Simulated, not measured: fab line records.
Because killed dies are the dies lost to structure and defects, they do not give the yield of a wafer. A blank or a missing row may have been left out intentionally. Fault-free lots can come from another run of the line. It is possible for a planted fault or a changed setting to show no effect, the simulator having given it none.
What tool caused it? | flow sky130 | Sampling: 15 lots, 45 wafers, 5 of 708 route steps

## WHAT EACH GAUGE READ, for each wafer
SKY_FIELD_ISO_THK_MEAS_02. Usual: for FIELD_ISO_OXIDATION_00_THK the level is 12.40 nm and the standard deviation is 0.24.
lot  | measured    | on           | FIELD_ISO_OXIDATION_00_THK (nm) | flag
L319 | day 1 12:07 | filmMetro-04 | 12.73 12.77 12.72               | 
L322 | day 2 02:40 | filmMetro-03 | 12.01 12.06 11.96               | 
L323 | day 2 08:20 | filmMetro-04 | 12.22 12.14 12.39               | 
L324 | day 2 12:50 | filmMetro-04 | 12.79 12.72 12.75               | 
L325 | day 2 17:51 | filmMetro-03 | 12.44 12.31 12.50               | 
L328 | day 3 11:26 | filmMetro-04 | 12.21 12.25 11.90               | 
L329 | day 3 18:23 | filmMetro-04 | 12.30 12.42 12.33               | 
L330 | day 4 03:08 | filmMetro-01 | 12.58 12.73 12.59               | 
L331 | day 4 03:10 | filmMetro-04 | 12.71 12.47 12.53               | 
L335 | day 4 19:38 | filmMetro-03 | 12.51 12.46 12.41               | 
L336 | day 5 00:38 | filmMetro-03 | 12.61 12.52 12.52               | 
L337 | day 5 06:46 | filmMetro-03 | 12.33 11.93 12.18               | 
L340 | day 5 20:38 | filmMetro-03 | 12.51 12.44 12.19               | 
L341 | day 6 02:14 | filmMetro-03 | 12.19 12.24 12.27               | 
L342 | day 6 06:57 | filmMetro-04 | 12.43 12.36 12.31               | 

SKY_NWELL_OVL_MEAS_10. Usual: for NWELL_00_OVL the level is 1.6 nm and the standard deviation is 1.6.
lot  | measured     | on         | NWELL_00_OVL (nm) | flag
L319 | day 4 10:49  | overlay-01 | 5.1 4.8 1.6       | 
L322 | day 6 03:35  | overlay-02 | 3.1 3.3 2.4       | 
L323 | day 6 10:44  | overlay-02 | -0.8 -0.6 2.6     | 
L324 | day 6 10:38  | overlay-01 | 0.8 1.9 2.1       | 
L325 | day 6 16:14  | overlay-01 | 1.7 0.8 1.1       | 
L328 | day 7 01:35  | overlay-01 | 2.3 2.7 3.8       | 
L329 | day 7 03:44  | overlay-02 | -0.5 2.1 1.4      | 
L330 | day 7 14:46  | overlay-02 | 2.6 0.7 4.3       | 
L331 | day 7 14:38  | overlay-01 | 0.0 2.4 -0.1      | 
L335 | day 8 09:50  | overlay-02 | -0.4 0.6 -1.4     | 
L336 | day 8 16:05  | overlay-01 | 0.6 2.8 0.4       | 
L337 | day 8 21:40  | overlay-01 | 1.8 2.8 2.9       | 
L340 | day 9 20:16  | overlay-02 | 0.3 0.2 1.0       | 
L341 | day 9 22:53  | overlay-01 | 1.0 0.3 3.9       | 
L342 | day 10 03:05 | overlay-02 | 0.5 1.7 2.0       | 

SKY_VT_ADJUST_LVTN_TW_MEAS_10. Usual: for VT_ADJUST_LVTN_TW the level is 242.6 and the standard deviation is 1.5.
lot  | measured     | on           | VT_ADJUST_LVTN_TW | flag
L319 | day 6 17:45  | filmMetro-02 | 241.6 241.8 242.8 | 
L322 | day 8 14:55  | filmMetro-02 | 244.2 244.4 245.0 | 
L323 | day 8 23:44  | filmMetro-02 | 244.6 245.0 245.3 | 
L324 | day 8 22:25  | filmMetro-02 | 244.2 242.7 244.9 | 
L325 | day 9 04:40  | filmMetro-03 | 240.8 240.4 241.4 | 
L328 | day 9 16:47  | filmMetro-01 | 242.3 242.4 243.1 | 
L329 | day 9 18:47  | filmMetro-03 | 241.3 240.9 240.6 | 
L330 | day 10 09:03 | filmMetro-01 | 241.1 241.1 242.4 | 
L331 | day 10 07:56 | filmMetro-02 | 242.3 242.5 243.3 | 
L335 | day 11 05:58 | filmMetro-02 | 30.3 30.3 30.2    | OFF
L336 | day 11 11:08 | filmMetro-01 | 30.3 30.2 30.2    | OFF
L337 | day 11 19:12 | filmMetro-03 | 30.2 30.2 30.2    | OFF
L340 | day 12 19:01 | filmMetro-02 | 243.6 243.5 242.4 | 
L341 | day 12 22:23 | filmMetro-02 | 242.8 244.6 244.1 | 
L342 | day 13 03:43 | filmMetro-01 | 244.1 243.1 243.4 | 

## WHAT TOOL EACH LOT RAN ON (gives the tool, then ch and the chambers of the sampled wafers, and finally the start)
lot  | SKY_FIELD_ISO_ETCH_14            | SKY_VT_ADJUST_LVTN_IMPLANT_08
L319 | rieDiel-01 ch 0,2,3, day 2 05:34 | implanter-04 ch 0, day 6 17:30
L322 | rieDiel-04 ch 0,2, day 2 20:41   | implanter-02 ch 0, day 8 14:42
L323 | rieDiel-02 ch 0,3, day 3 01:46   | implanter-01 ch 0, day 8 23:32
L324 | rieDiel-04 ch 0,3, day 3 05:37   | implanter-04 ch 0, day 8 22:11
L325 | rieDiel-01 ch 1,2,3, day 3 12:10 | implanter-02 ch 0, day 9 04:25
L328 | rieDiel-04 ch 0,1,3, day 4 04:55 | implanter-01 ch 0, day 9 16:34
L329 | rieDiel-02 ch 0,1,2, day 4 10:42 | implanter-04 ch 0, day 9 18:34
L330 | rieDiel-04 ch 0,2,3, day 4 23:46 | implanter-01 ch 0, day 10 08:48
L331 | rieDiel-02 ch 2,3, day 4 23:59   | implanter-04 ch 0, day 10 07:41
L335 | rieDiel-02 ch 0,1,2, day 5 15:41 | implanter-04, day 11 05:43
L336 | rieDiel-01 ch 0,1,2, day 5 20:58 | implanter-04, day 11 10:53
L337 | rieDiel-01 ch 2,3, day 6 04:03   | implanter-04, day 11 18:57
L340 | rieDiel-04 ch 0,1,3, day 6 17:16 | implanter-04 ch 0, day 12 18:46
L341 | rieDiel-02 ch 0,3, day 6 23:47   | implanter-02 ch 0, day 12 22:08
L342 | rieDiel-01 ch 0,2,3, day 7 05:47 | implanter-02 ch 0, day 13 03:28
- SKY_FIELD_ISO_ETCH_14: etches BARC in N2/H2, stops on SiO2, time 45.9 s, target depth 60 nm.
- SKY_VT_ADJUST_LVTN_IMPLANT_08

## WHAT THE TOOLS THEMSELVES READ (means of the sampled wafers that have a number; where no wafer has one, the mark that the record gives instead)
SKY_FIELD_ISO_ETCH_14. Usual: drypumpMotorCurrentA 6.0 A, standard deviation 0.51; oesProductAu 0.855 a.u., standard deviation 0.0043; throttleValvePct 13.225 %, standard deviation 0.0093.
lot  | tool       | drypumpMotorCurrentA (A) | oesProductAu (a.u.) | throttleValvePct (%) | flag
L319 | rieDiel-01 | 5.3                      | 0.855               | 13.213               | 
L322 | rieDiel-04 | 5.6                      | 0.853               | 13.228               | 
L323 | rieDiel-02 | 6.1                      | 0.854               | 13.222               | 
L324 | rieDiel-04 | 6.1                      | 0.854               | 13.235               | 
L325 | rieDiel-01 | 5.7                      | 0.855               | 13.231               | 
L328 | rieDiel-04 | 6.1                      | 0.857               | 13.226               | 
L329 | rieDiel-02 | 6.2                      | 0.854               | 13.220               | 
L330 | rieDiel-04 | 5.8                      | 0.852               | 13.228               | 
L331 | rieDiel-02 | 6.4                      | 0.857               | 13.227               | 
L335 | rieDiel-02 | 6.2                      | 0.853               | 13.223               | 
L336 | rieDiel-01 | 5.2                      | 0.857               | 13.217               | 
L337 | rieDiel-01 | 5.4                      | 0.855               | 13.226               | 
L340 | rieDiel-04 | 6.1                      | 0.855               | 13.219               | 
L341 | rieDiel-02 | 6.1                      | 0.848               | 13.226               | 
L342 | rieDiel-01 | 5.3                      | 0.850               | 13.222               | 

SKY_VT_ADJUST_LVTN_IMPLANT_08. Usual: beamEnergyKeV 30.002, standard deviation 0.0086; beamOnS 10.01 s, standard deviation 0.19.
lot  | tool         | beamEnergyKeV | beamOnS (s) | flag
L319 | implanter-04 | 29.994        | 9.95        | 
L322 | implanter-02 | 30.010        | 10.08       | 
L323 | implanter-01 | 30.006        | 10.10       | 
L324 | implanter-04 | 30.002        | 9.84        | 
L325 | implanter-02 | 29.997        | 9.76        | 
L328 | implanter-01 | 30.008        | 9.92        | 
L329 | implanter-04 | 29.999        | 10.11       | 
L330 | implanter-01 | 30.001        | 10.20       | 
L331 | implanter-04 | 29.996        | 9.98        | 
L335 | implanter-04 | -             | -           | OFF
L336 | implanter-04 | -             | -           | OFF
L337 | implanter-04 | -             | -           | OFF
L340 | implanter-04 | 30.005        | 9.98        | 
L341 | implanter-02 | 30.000        | 10.16       | 
L342 | implanter-02 | 30.001        | 10.02       | 

## THE ANSWER, worked out from the rows above alone
Rule: lot off if the mean of its wafers having a number is beyond 3 standard deviations from the usual mean. A lot without any number at a reading at which 4 lots or more have one is off too. Any other lot the step has rows for is counted as sound. Order of review: gauges by route order, followed by the tools' own readings, for which a lot's mean as printed above is used. The first step at which some lot is off is used, and at that step the reading that is off furthest; a lot without a number counts as furthest.
Off: at SKY_VT_ADJUST_LVTN_TW_MEAS_10 (VT_ADJUST_LVTN_TW), L335, L336, L337.
If a tool, at a process step before that reading, ran all the lots that are off and no sound lot after the first of them, it fits. The gauges at SKY_VT_ADJUST_LVTN_TW_MEAS_10 aren't tried: what is off there is off at SKY_VT_ADJUST_LVTN_IMPLANT_08 too, on other tools, and a gauge's error can't cause that. No candidate that was tried fits.

## WHAT HAD BEEN PUT IN BY THE SIMULATOR
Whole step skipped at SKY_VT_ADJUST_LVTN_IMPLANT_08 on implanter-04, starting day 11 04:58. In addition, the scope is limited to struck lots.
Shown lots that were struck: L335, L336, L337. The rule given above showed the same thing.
